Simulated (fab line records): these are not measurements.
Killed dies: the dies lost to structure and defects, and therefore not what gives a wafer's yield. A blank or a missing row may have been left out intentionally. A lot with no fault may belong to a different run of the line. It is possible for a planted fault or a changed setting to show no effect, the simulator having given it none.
fab line records ; flow sky130
record: lots: 6; wafers: 18; last_day: 50
route steps=708 shown NWELL@65 PAD_OPEN@708
lots untouched by any fault: they come from a run of this same line in which no faults occurred
start_h: hours from the record's first day to the start of the lot's first wafer shown ; wait_h: how many hours have passed since the lot's step before this one ; " identical to the entry in the row above ; L1.1+2: a row that stands for several wafers ; - no value, or no start was given ; * or withheld: withheld ; < > ~ a bound
route shown NAME@n: a module of which the file shows steps, and the number in the route of the first ; usual: average and standard deviation across the fault-free wafers ; same: alike in all rows ; chamber/n: place in a boat ; sites: each site's reading ; _std_site: the values' standard deviation ; _edge_site: the outer-site mean with the inner-site mean subtracted ; radius_mm: how far each site lies from the wafer's centre ; mask NAME#n: copy n ; behind: tool/chamber where the wafer was last shaped ; hold: what put the lot on hold/how long, in hours/how the hold closed ; device: names the non-switching transistor (n, p or np) ; end of line: at the end of the route, the tests of the same wafers ; where a step has no rows: the recipe by itself ; killed: the dies lost at the first sort to structure and to defects; this is not the yield of the wafer ; map: a wafer's dies, marking killed ones x, the rest . and places with no die _
set.NAME: the setting as run; set.NAME@STEP: as run at that earlier step ; model.NAME: the simulator's own value behind a step, which no gauge read
lots at selected steps of the route; one table per step, one row per wafer
services: a tool's chamber out of use, with start hour (start_h, from the record's first day; less than 0 if before it), hours out, and reason
== steps ==
step: SKY_NWELL_IMPLANT_12
recipe: species: P; energy_kev: 120; dose_cm2: 1.3e+12; tilt_deg: withheld
step: SKY_NWELL_IMPLANT_13
recipe: species: P; energy_kev: 50; dose_cm2: 7e+11; tilt_deg: withheld
step: SKY_NWELL_STRIP_14
recipe: chemistry: O2/N2; power_w: 1400; pressure_mtorr: 1500; platen_temp_c: withheld; o2_flow_sccm: 3000; n2_flow_sccm: 300; overash_fraction: 0.5
usual: drypump_motor_current_A: 5.6/0.49; oes_product_au: 0.722/0.0042; strip_time_to_endpoint_s: 36.96/0.086
lot.wafer;tool;chamber;start_h;wait_h;drypump_motor_current_A;oes_product_au;rf_hours_counter_h;strip_time_to_endpoint_s
L146.1;plasma_asher-01;1;131.20;0.1;4.9;0.726;45;37.02
L146.2;plasma_asher-01;0;131.20;0.1;6.0;0.725;45;36.92
L146.3;plasma_asher-01;1;131.20;0.1;5.0;0.725;-;36.99
L154.3;plasma_asher-01;0;159.15;0.1;6.0;0.720;-;36.96
L154.4;plasma_asher-01;1;159.15;0.1;5.0;0.730;-;37.00
L154.5;plasma_asher-01;0;159.15;0.1;6.0;0.726;-;37.03
L153.2;plasma_asher-04;1;159.26;0.1;5.2;0.725;45;36.99
L153.3;plasma_asher-04;0;159.26;0.1;5.7;0.726;-;36.85
L153.4;plasma_asher-04;1;159.26;0.1;5.2;0.731;-;36.99
L155.1;plasma_asher-02;0;163.72;0.1;5.8;0.723;35;36.85
L155.4;plasma_asher-02;0;163.72;0.1;5.8;0.725;-;36.91
L155.5;plasma_asher-02;1;163.72;0.1;6.4;0.721;-;36.81
L161.2;plasma_asher-04;0;192.05;0.1;5.7;0.721;48;36.76
L161.5;plasma_asher-04;0;192.05;0.1;5.7;0.729;-;36.82
L161.6;plasma_asher-04;1;192.05;0.1;5.2;0.724;-;36.76
L165.4;plasma_asher-01;0;219.60;0.1;6.1;0.719;-;37.06
L165.5;plasma_asher-01;0;219.60;0.1;6.1;0.712;-;36.97
L165.6;plasma_asher-01;1;219.60;0.1;4.9;0.719;-;37.01
step: SKY_NWELL_TW_MEAS_15
usual: NWELL_TW: 1832/13
lot.wafer;tool;chamber;start_h;wait_h;NWELL_TW
L146.1;film_metro-03;-;131.30;0.1;1813
L146.2;film_metro-03;-;131.30;0.1;1821
L146.3;film_metro-03;-;131.30;0.1;1817
L154.3;film_metro-03;-;159.24;0.1;1823
L154.4;film_metro-03;-;159.24;0.1;1812
L154.5;film_metro-03;-;159.24;0.1;1823
L153.2;film_metro-02;-;159.37;0.1;1855
L153.3;film_metro-02;-;159.37;0.1;1845
L153.4;film_metro-02;-;159.37;0.1;1851
L155.1;film_metro-03;-;163.82;0.1;1818
L155.4;film_metro-03;-;163.82;0.1;1814
L155.5;film_metro-03;-;163.82;0.1;1826
L161.2;film_metro-04;-;192.16;0.1;1833
L161.5;film_metro-04;-;192.16;0.1;1833
L161.6;film_metro-04;-;192.16;0.1;1835
L165.4;film_metro-04;-;219.70;0.1;1837
L165.5;film_metro-04;-;219.70;0.1;1843
L165.6;film_metro-04;-;219.70;0.1;1839
step: SKY_NWELL_DEHYDRATE_16
recipe: temp_c: 200; time_s: 60
step: SKY_NWELL_HMDS_17
recipe: prime_time_s: 60; prime_temp_c: 120
step: SKY_NWELL_COAT_18
recipe: spin_rpm: 2000; resist_thk_nm: 3000
step: SKY_NWELL_SOFTBAKE_19
recipe: temp_c: 110; time_s: withheld
step: SKY_NWELL_EXPOSE_20
recipe: mask_id: NWM_COMPLEMENT; na: 0.6; source_shape: conventional; sigma_outer: 0.6; polarization: unpolarized; target_cd_nm: 840; dose_mj: 260
step: SKY_NWELL_PEB_21
recipe: temp_c: 115; time_s: withheld
step: SKY_NWELL_DEVELOP_22
recipe: wall_angle_deg: 90; developer: TMAH; develop_time_s: 60; dev_temp_c: 23
step: SKY_NWELL_OVL_MEAS_23
usual: NWELL_01_OVL: 2.0/1.5
lot.wafer;tool;chamber;start_h;wait_h;NWELL_01_OVL[nm]
L146.1;overlay-01;-;150.37;-;1.8
L146.2;overlay-01;-;150.37;-;3.2
L146.3;overlay-01;-;150.37;-;1.9
L154.3;overlay-01;-;179.43;-;3.8
L154.4;overlay-01;-;179.43;-;-0.3
L154.5;overlay-01;-;179.43;-;2.5
L153.2;overlay-01;-;179.74;-;1.9
L153.3;overlay-01;-;179.74;-;1.3
L153.4;overlay-01;-;179.74;-;0.9
L155.1;overlay-02;-;184.66;-;2.0
L155.4;overlay-02;-;184.66;-;0.6
L155.5;overlay-02;-;184.66;-;1.0
L161.2;overlay-02;-;214.54;-;1.2
L161.5;overlay-02;-;214.54;-;1.7
L161.6;overlay-02;-;214.54;-;0.9
L165.4;overlay-01;-;242.50;-;-1.2
L165.5;overlay-01;-;242.50;-;1.3
L165.6;overlay-01;-;242.50;-;1.0
step: SKY_NWELL_IMPLANT_24
recipe: species: B; energy_kev: 140; dose_cm2: 9.2e+12; tilt_deg: withheld
usual: dose_ions_cm2: 9.2e+12/1.1e+10
lot.wafer;tool;chamber;start_h;wait_h;dose_ions_cm2
L146.1;implanter-04;0;150.41;0.0;9.193e+12
L146.2;implanter-04;0;150.41;0.0;9.207e+12
L146.3;implanter-04;0;150.41;0.0;9.208e+12
L154.3;implanter-01;0;179.50;0.1;9.224e+12
L154.4;implanter-01;0;179.50;0.1;9.21e+12
L154.5;implanter-01;0;179.50;0.1;9.215e+12
L153.2;implanter-04;0;179.79;0.0;9.22e+12
L153.3;implanter-04;0;179.79;0.0;9.216e+12
L153.4;implanter-04;0;179.79;0.0;9.216e+12
L155.1;implanter-01;0;184.70;0.0;9.209e+12
L155.4;implanter-01;0;184.70;0.0;9.181e+12
L155.5;implanter-01;0;184.70;0.0;9.195e+12
L161.2;implanter-03;0;214.59;0.0;9.213e+12
L161.5;implanter-03;0;214.59;0.0;9.21e+12
L161.6;implanter-03;0;214.59;0.0;9.205e+12
L165.4;implanter-01;0;242.59;0.1;9.199e+12
L165.5;implanter-01;0;242.59;0.1;9.201e+12
L165.6;implanter-01;0;242.59;0.1;9.201e+12
step: SKY_NWELL_STRIP_25
recipe: chemistry: O2/N2; power_w: 1400; pressure_mtorr: 1500; platen_temp_c: withheld; o2_flow_sccm: 3000; n2_flow_sccm: 300; overash_fraction: 0.5
usual: drypump_motor_current_A: 5.7/0.48; oes_product_au: 0.723/0.0047; strip_time_to_endpoint_s: 36.96/0.098
lot.wafer;tool;chamber;start_h;wait_h;drypump_motor_current_A;oes_product_au;rf_hours_counter_h;strip_time_to_endpoint_s
L146.1;plasma_asher-01;0;150.56;0.1;6.1;0.728;47;36.90
L146.2;plasma_asher-01;1;150.56;0.1;4.9;0.721;47;36.87
L146.3;plasma_asher-01;1;150.56;0.1;4.9;0.720;-;36.93
L154.3;plasma_asher-04;0;179.63;0.1;5.7;0.715;-;37.14
L154.4;plasma_asher-04;1;179.63;0.1;5.2;0.730;-;36.86
L154.5;plasma_asher-04;1;179.63;0.1;5.2;0.720;-;36.85
L153.2;plasma_asher-01;1;179.92;0.1;4.9;0.727;49;37.08
L153.3;plasma_asher-01;1;179.92;0.1;5.0;0.720;-;36.94
L153.4;plasma_asher-01;0;179.92;0.1;6.1;0.717;-;37.08
L155.1;plasma_asher-01;1;184.85;0.1;4.9;0.731;50;36.92
L155.4;plasma_asher-01;1;184.85;0.1;4.9;0.719;-;36.78
L155.5;plasma_asher-01;1;184.85;0.1;4.9;0.727;-;36.81
L161.2;plasma_asher-02;0;214.72;0.1;5.9;0.720;40;36.96
L161.5;plasma_asher-02;1;214.72;0.1;6.4;0.727;-;36.89
L161.6;plasma_asher-02;0;214.72;0.1;5.9;0.721;-;36.99
L165.4;plasma_asher-02;0;242.70;0.1;5.8;0.715;-;36.94
L165.5;plasma_asher-02;1;242.70;0.1;6.4;0.713;-;37.07
L165.6;plasma_asher-02;0;242.70;0.1;5.8;0.731;-;36.90
step: SKY_NWELL_TW_MEAS_26
usual: NWELL_2_TW: 500/3.2
lot.wafer;tool;chamber;start_h;wait_h;NWELL_2_TW
L146.1;film_metro-03;-;150.66;0.1;496
L146.2;film_metro-03;-;150.66;0.1;498
L146.3;film_metro-03;-;150.66;0.1;496
L154.3;film_metro-04;-;179.72;0.1;485
L154.4;film_metro-04;-;179.72;0.1;488
L154.5;film_metro-04;-;179.72;0.1;484
L153.2;film_metro-02;-;180.03;0.1;502
L153.3;film_metro-02;-;180.03;0.1;503
L153.4;film_metro-02;-;180.03;0.1;501
L155.1;film_metro-03;-;184.95;0.1;487
L155.4;film_metro-03;-;184.95;0.1;490
L155.5;film_metro-03;-;184.95;0.1;488
L161.2;film_metro-02;-;214.83;0.1;500
L161.5;film_metro-02;-;214.83;0.1;501
L161.6;film_metro-02;-;214.83;0.1;503
L165.4;film_metro-02;-;242.80;0.1;501
L165.5;film_metro-02;-;242.80;0.1;499
L165.6;film_metro-02;-;242.80;0.1;496
step: SKY_NWELL_CLEAN_27
recipe: chemistry: SC1/SC2; mix: 1:4:20; temp_c: 70; time_s: 150; dry: n2_spin
step: SKY_PAD_OPEN_PROBE_99
usual: killed_at_M0_to_M3: 44/7.2; killed_at_M4_up: 3.2/1.8; killed_at_contacts: 24/5.4; killed_at_front_end: 15/4; killed_at_other: 0.3/0.56; killed_dies: 87/9.2; killed_open: 47/7.3; killed_short: 39/5.7
same: gross_dies: 492; killed_at_back_side: 0
lot.wafer;tool;chamber;start_h;wait_h;killed_at_M0_to_M3;killed_at_M4_up;killed_at_contacts;killed_at_front_end;killed_at_other;killed_dies;killed_open;killed_short;model.etest.pfet_16v.r_on_ohm_um;model.etest.res_pwell_under_gate.rs_ohm_sq;model.etest.res_pwell_under_gate.rs_ohm_sq_range;model.etest.res_pwell_under_gate.rs_ohm_sq_rim_less_centre;model.etest.pfet_16v.drive_ua_um;model.etest.tip_n_5v.rs_ohm_sq_range;model.etest.field_n.vt_v
L146.1;prober-01;-;1121.91;0.1;59;2;19;11;0;91;57;34;1.517e+04;2283;54.1;14.58;250.6;28.35;36.39
L146.2;prober-01;-;1121.96;0.1;67;2;23;12;0;104;63;40;1.53e+04;2272;28.29;-25.78;248.7;38.46;36.74
L146.3;prober-01;-;1122.01;0.2;48;0;26;13;1;88;44;43;1.464e+04;2272;46.27;32.43;257.7;46.43;35.21
L154.3;prober-01;-;1147.67;0.2;47;6;28;12;0;93;56;37;1.61e+04;2517;246.7;-59.51;233.8;30.99;33.48
L154.4;prober-01;-;1147.72;0.2;42;5;29;14;0;90;42;47;1.595e+04;2518;225.3;-96.16;234.7;33.79;33.31
L154.5;prober-01;-;1147.77;0.2;44;2;28;18;0;92;46;44;1.584e+04;2514;205.8;-101.7;236.6;43.61;32.77
L153.2;prober-02;-;1152.21;0.1;49;3;19;22;0;93;45;47;1.492e+04;2302;50.9;8.989;255.5;18.64;36.32
L153.3;prober-02;-;1152.26;0.2;45;5;17;14;0;81;38;43;1.494e+04;2303;56.33;1.754;253.7;35.31;36.4
L153.4;prober-02;-;1152.31;0.2;49;4;14;15;0;82;39;42;1.478e+04;2310;52.16;25.28;257;23.49;35.73
L155.1;prober-01;-;1152.51;0.1;37;3;17;12;0;69;40;28;1.572e+04;2494;242.9;-102;240.3;36.94;34
L155.4;prober-01;-;1152.66;0.2;34;0;23;14;0;71;35;36;1.552e+04;2487;221;-70;244.3;47.38;32.82
L155.5;prober-01;-;1152.71;0.2;54;2;27;13;0;96;55;41;1.587e+04;2492;228.3;-75.84;238.5;35.61;33.74
L161.2;prober-01;-;1178.56;0.1;38;0;29;13;1;81;50;31;1.49e+04;2257;72.5;23.48;253.1;37.34;35.62
L161.5;prober-01;-;1178.71;0.2;55;4;31;10;0;100;61;39;1.497e+04;2256;58.82;33.02;251.8;31.01;36.15
L161.6;prober-01;-;1178.76;0.2;49;0;27;11;0;87;58;29;1.473e+04;2261;44.33;10.47;254.1;19.3;35.79
L165.4;prober-01;-;1196.38;0.2;57;2;25;11;1;96;43;51;1.457e+04;2298;74.9;30.52;256.2;19.13;34.02
L165.5;prober-01;-;1196.43;0.2;44;3;23;19;0;89;51;36;1.485e+04;2284;57.19;10.03;252.8;23.63;35.88
L165.6;prober-01;-;1196.48;0.2;54;1;13;17;0;85;42;41;1.476e+04;2297;44.2;16.99;257.1;26.39;35.32
killed by level:class
L146.1 VIA1:geometric_particle:open=16 VIA3:geometric_particle:open=8 LI_CONTACT:geometric_particle:open=8 CONTACT:geometric_particle:open=8 VIA1:geometric_particle:short=5 METAL1:geometric_particle:short=5 METAL2:geometric_particle:short=5 VIA2:geometric_particle:open=5
L146.2 VIA1:geometric_particle:open=24 CONTACT:geometric_particle:open=9 LI_CONTACT:geometric_particle:open=7 VIA2:geometric_particle:open=7 VIA1:geometric_particle:short=7 METAL1:geometric_particle:short=6 VIA3:geometric_particle:short=6 FIELD_ISO:geometric_particle:open=4
L146.3 VIA1:geometric_particle:open=13 CONTACT:geometric_particle:open=9 POLY_GATE:geometric_particle:short=7 VIA1:geometric_particle:short=7 LI_CONTACT:geometric_particle:open=6 VIA2:geometric_particle:open=6 CONTACT:geometric_particle:short=5 LOCAL_INTERCONNECT:geometric_particle:short=4
L154.3 VIA1:geometric_particle:open=14 CONTACT:geometric_particle:open=9 LI_CONTACT:geometric_particle:open=8 VIA2:geometric_particle:open=8 METAL2:geometric_particle:short=8 POLY_GATE:geometric_particle:open=5 LOCAL_INTERCONNECT:geometric_particle:short=5 VIA3:geometric_particle:open=5
L154.4 LI_CONTACT:geometric_particle:open=9 VIA1:geometric_particle:open=9 LOCAL_INTERCONNECT:geometric_particle:short=8 VIA3:geometric_particle:short=7 CONTACT:geometric_particle:open=7 VIA1:geometric_particle:short=7 FIELD_ISO:geometric_particle:short=5 METAL4:geometric_particle:short=5
L154.5 VIA1:geometric_particle:open=17 CONTACT:geometric_particle:short=7 CONTACT:geometric_particle:open=6 FIELD_ISO:geometric_particle:open=5 METAL2:geometric_particle:short=5 LOCAL_INTERCONNECT:geometric_particle:short=5 LI_CONTACT:geometric_particle:short=4 LI_CONTACT:geometric_particle:open=4
L153.2 VIA1:geometric_particle:open=11 METAL2:geometric_particle:short=7 LI_CONTACT:geometric_particle:open=6 METAL1:geometric_particle:short=6 FIELD_ISO:geometric_particle:short=5 POLY_GATE:geometric_particle:short=5 POLY_GATE:geometric_particle:open=5 CONTACT:geometric_particle:open=5
L153.3 METAL1:geometric_particle:short=9 VIA1:geometric_particle:open=8 VIA2:geometric_particle:open=8 METAL2:geometric_particle:short=7 CONTACT:geometric_particle:open=6 VIA3:geometric_particle:open=5 POLY_GATE:geometric_particle:short=4 LI_CONTACT:geometric_particle:open=4
L153.4 VIA1:geometric_particle:open=9 VIA3:geometric_particle:open=9 FIELD_ISO:geometric_particle:short=7 VIA2:geometric_particle:open=7 VIA1:geometric_particle:short=6 CONTACT:geometric_particle:open=6 METAL2:geometric_particle:short=5 VIA2:geometric_particle:short=4
L155.1 VIA1:geometric_particle:open=12 CONTACT:geometric_particle:short=5 VIA2:geometric_particle:open=5 LI_CONTACT:geometric_particle:open=4 LOCAL_INTERCONNECT:geometric_particle:short=4 CONTACT:geometric_particle:open=4 METAL2:geometric_particle:short=4 POLY_GATE:geometric_particle:open=3
L155.4 VIA1:geometric_particle:open=8 CONTACT:geometric_particle:open=7 FIELD_ISO:geometric_particle:short=6 LI_CONTACT:geometric_particle:open=6 LOCAL_INTERCONNECT:geometric_particle:short=5 METAL2:geometric_particle:short=5 VIA3:geometric_particle:open=5 CONTACT:geometric_particle:short=4
L155.5 VIA1:geometric_particle:open=12 CONTACT:geometric_particle:short=8 VIA3:geometric_particle:open=8 CONTACT:geometric_particle:open=8 VIA2:geometric_particle:open=8 METAL1:geometric_particle:short=7 VIA1:geometric_particle:short=6 LI_CONTACT:geometric_particle:open=5
L161.2 CONTACT:geometric_particle:open=10 VIA1:geometric_particle:open=10 VIA3:geometric_particle:open=9 LI_CONTACT:geometric_particle:open=7 CONTACT:geometric_particle:short=6 METAL2:geometric_particle:short=6 LI_CONTACT:geometric_particle:short=5 FIELD_ISO:geometric_particle:open=4
L161.5 VIA1:geometric_particle:open=15 CONTACT:geometric_particle:open=12 VIA2:geometric_particle:open=12 VIA3:geometric_particle:open=8 LI_CONTACT:geometric_particle:short=6 CONTACT:geometric_particle:short=6 METAL1:geometric_particle:short=6 LI_CONTACT:geometric_particle:open=4
L161.6 VIA1:geometric_particle:open=16 LI_CONTACT:geometric_particle:open=10 CONTACT:geometric_particle:open=10 VIA3:geometric_particle:open=7 VIA1:geometric_particle:short=5 VIA2:geometric_particle:open=5 FIELD_ISO:geometric_particle:open=4 METAL2:geometric_particle:short=4
L165.4 METAL1:geometric_particle:short=16 VIA1:geometric_particle:open=12 CONTACT:geometric_particle:open=9 LI_CONTACT:geometric_particle:open=7 VIA3:geometric_particle:open=7 CONTACT:geometric_particle:short=6 METAL2:geometric_particle:short=6 VIA3:geometric_particle:short=6
L165.5 VIA3:geometric_particle:open=13 VIA1:geometric_particle:open=8 FIELD_ISO:geometric_particle:open=6 CONTACT:geometric_particle:open=6 LI_CONTACT:geometric_particle:open=6 CONTACT:geometric_particle:short=6 METAL2:geometric_particle:short=5 VIA3:geometric_particle:short=5
L165.6 VIA1:geometric_particle:open=10 VIA3:geometric_particle:open=10 METAL2:geometric_particle:short=7 VIA1:geometric_particle:short=7 CONTACT:geometric_particle:open=6 METAL1:geometric_particle:short=5 FIELD_ISO:geometric_particle:short=4 CONTACT:geometric_particle:short=4
== services ==
tool;chamber;start_h;hours;kind
implanter-03;-;107.35;5.1;pm
plasma_asher-02;-;110.28;2.8;pm
implanter-01;-;126.21;1.3;repair
plasma_asher-04;-;143.85;6.0;repair
plasma_asher-01;-;163.85;1.7;repair
plasma_asher-02;-;184.35;0.9;repair
implanter-01;-;201.30;1.9;repair
implanter-01;-;218.01;3.5;repair
== key ==
first_sign: step: SKY_NWELL_TW_MEAS_26; reading: NWELL_2_TW; direction: down; sigmas: 4; usual: 500; struck: 487
effect none on later readings
model_effect: step: SKY_PAD_OPEN_PROBE_99; value: etest.pfet_16v.r_on_ohm_um; without: 1.476e+04; struck: 1.583e+04
met_at SKY_NWELL_IMPLANT_24
struck_wafers L154.3,L154.4,L154.5,L155.1,L155.4,L155.5
tester_left_out L154,L155
fault: kind: process_parameter_drift; tool: implanter-01; chamber: -; onset_h: 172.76; steps: SKY_NWELL_IMPLANT_24; channel: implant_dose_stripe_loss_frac; offset: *; shape: step; end_h: 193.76
tester_left_out: of these lots the tester's yield and bins aren't shown, on N5 and GAA mostly nor the transistor test; their killed dies are dies lost to structure and defects alone, not to doping, threshold or leakage, so they don't give the yield
